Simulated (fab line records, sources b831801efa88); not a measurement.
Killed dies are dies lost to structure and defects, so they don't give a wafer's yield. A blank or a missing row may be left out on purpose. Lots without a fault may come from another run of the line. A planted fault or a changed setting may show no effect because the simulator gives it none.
What tool caused it?	flow gf180mcu	13 lots, 39 wafers sampled, at 4 steps of a route of 602

WHAT EACH GAUGE READ, for each wafer
GF_PASSIVATION_BOW_MEAS_14.
lot	measured	on	PASSIVATION_BOW (um)
L392	day 28 19:50	film_metro-03	139 136 147
L393	day 29 06:20	film_metro-01	140 137 130
L395	day 29 23:18	film_metro-01	153 143 156
L396	day 30 07:13	film_metro-01	116 110 139
L398	day 30 17:49	film_metro-01	122 140 134
L400	day 31 13:27	film_metro-03	127 138 125
L401	day 31 16:14	film_metro-03	121 121 123
L405	day 32 20:14	film_metro-01	136 136 137
L406	day 32 23:03	film_metro-04	118 137 123
L408	day 33 12:47	film_metro-03	143 138 142
L409	day 33 14:19	film_metro-04	146 141 149
L410	day 33 19:06	film_metro-04	135 127 140
L413	day 34 09:29	film_metro-04	137 133 145

EACH LOT AND THE TOOL THAT RAN IT (in order: tool; ch and the chambers of the sampled wafers; start)
lot	GF_MIM_SPUTTER_04	GF_V5_ETCH_17	GF_TOP_METAL_SPUTTER_04
L392	pvd_sputter-02, day 24 06:54	rie_diel-01 ch 0,3, day 26 23:00	pvd_sputter-02, day 27 01:08
L393	pvd_sputter-03, day 24 17:07	rie_diel-01 ch 0,2,3, day 27 09:00	pvd_sputter-02, day 27 10:49
L395	pvd_sputter-03, day 25 13:43	rie_diel-02 ch 0,1, day 28 04:00	pvd_sputter-04, day 28 05:47
L396	pvd_sputter-03, day 25 22:05	rie_diel-01 ch 0,1,2, day 28 12:00	pvd_sputter-02, day 28 14:02
L398	pvd_sputter-03, day 26 10:08	rie_diel-02 ch 0,2, day 29 00:00	pvd_sputter-03, day 29 02:20
L400	pvd_sputter-02, day 27 09:35	rie_diel-01 ch 2,3, day 29 20:00	pvd_sputter-03, day 29 22:29
L401	pvd_sputter-03, day 27 12:14	rie_diel-01 ch 0,1,2, day 30 00:00	pvd_sputter-03, day 30 02:01
L405	pvd_sputter-03, day 28 22:14	rie_diel-01 ch 0,1,2, day 31 06:00	pvd_sputter-04, day 31 07:53
L406	pvd_sputter-03, day 29 01:03	rie_diel-01 ch 0,1,2, day 31 09:00	pvd_sputter-04, day 31 11:07
L408	pvd_sputter-02, day 29 16:11	rie_diel-01 ch 0,1,2, day 31 23:00	pvd_sputter-02, day 32 00:50
L409	pvd_sputter-02, day 29 17:53	rie_diel-02 ch 1,3, day 32 00:00	pvd_sputter-03, day 32 01:53
L410	pvd_sputter-03, day 29 23:25	rie_diel-03 ch 0,3, day 32 06:00	pvd_sputter-03, day 32 08:15
L413	pvd_sputter-03, day 30 16:40	rie_diel-03 ch 1,2,3, day 32 21:00	pvd_sputter-03, day 32 23:25
- GF_MIM_SPUTTER_04: material TiN, target thk 50 nm, time 41.7 s.
- GF_V5_ETCH_17: etches SiO2 in C4F8/O2/Ar, stops on TiN, target depth 855 nm.
- GF_TOP_METAL_SPUTTER_04: material TiN, target thk 25 nm, time 20.8 s.

AS READ BY THE TOOLS THEMSELVES (means over the sampled wafers that have a number; for cases with no such wafer, the mark the record gives instead)
GF_MIM_SPUTTER_04.
lot	tool	throttle_valve_pct (%)
L392	pvd_sputter-02	29.6
L393	pvd_sputter-03	28.7
L395	pvd_sputter-03	28.7
L396	pvd_sputter-03	29.2
L398	pvd_sputter-03	29.4
L400	pvd_sputter-02	29.8
L401	pvd_sputter-03	30.3
L405	pvd_sputter-03	28.8
L406	pvd_sputter-03	29.3
L408	pvd_sputter-02	29.0
L409	pvd_sputter-02	28.6
L410	pvd_sputter-03	30.2
L413	pvd_sputter-03	29.4

GF_V5_ETCH_17.
lot	tool	oes_product_au (a.u.)	rf_fwd_power_W (W)
L392	rie_diel-01	0.860	1495
L393	rie_diel-01	0.859	1492
L395	rie_diel-02	0.857	1496
L396	rie_diel-01	0.864	1495
L398	rie_diel-02	0.860	1498
L400	rie_diel-01	0.859	1498
L401	rie_diel-01	0.858	1492
L405	rie_diel-01	0.859	1500
L406	rie_diel-01	0.855	1493
L408	rie_diel-01	0.856	1497
L409	rie_diel-02	0.861	1497
L410	rie_diel-03	0.859	1493
L413	rie_diel-03	0.858	1489

GF_TOP_METAL_SPUTTER_04.
lot	tool	throttle_valve_pct (%)
L392	pvd_sputter-02	29.0
L393	pvd_sputter-02	30.1
L395	pvd_sputter-04	29.2
L396	pvd_sputter-02	29.7
L398	pvd_sputter-03	28.5
L400	pvd_sputter-03	29.3
L401	pvd_sputter-03	28.3
L405	pvd_sputter-04	29.8
L406	pvd_sputter-04	29.6
L408	pvd_sputter-02	29.9
L409	pvd_sputter-03	29.3
L410	pvd_sputter-03	28.3
L413	pvd_sputter-03	28.8

THE ANSWER, worked out from the rows above alone
Rule: usual is defined by the lots themselves. Put in order of their means at a reading, lots are off if they are a third of the lots or fewer, leave a main group of 4 or more, and stand apart from it by a gap of 3 or more times the standard deviation of the main group's means; of several such gaps the widest counts. The tables above print the reading to a certain number of digits; a main group whose means all agree to those digits is not used. A lot without any number at a reading at which 4 lots or more have one is off too. Where the step has rows for the other lots, those lots are counted as sound. First the gauges in route order, then the tools' own readings, where a lot's mean is used as printed above. The first step at which some lot is off is used, and at that step the reading that is off furthest; a lot without a number counts as furthest.
No lot is off on any of the readings shown, so nothing can be concluded from this.

WHAT THE SIMULATOR HAD PUT IN
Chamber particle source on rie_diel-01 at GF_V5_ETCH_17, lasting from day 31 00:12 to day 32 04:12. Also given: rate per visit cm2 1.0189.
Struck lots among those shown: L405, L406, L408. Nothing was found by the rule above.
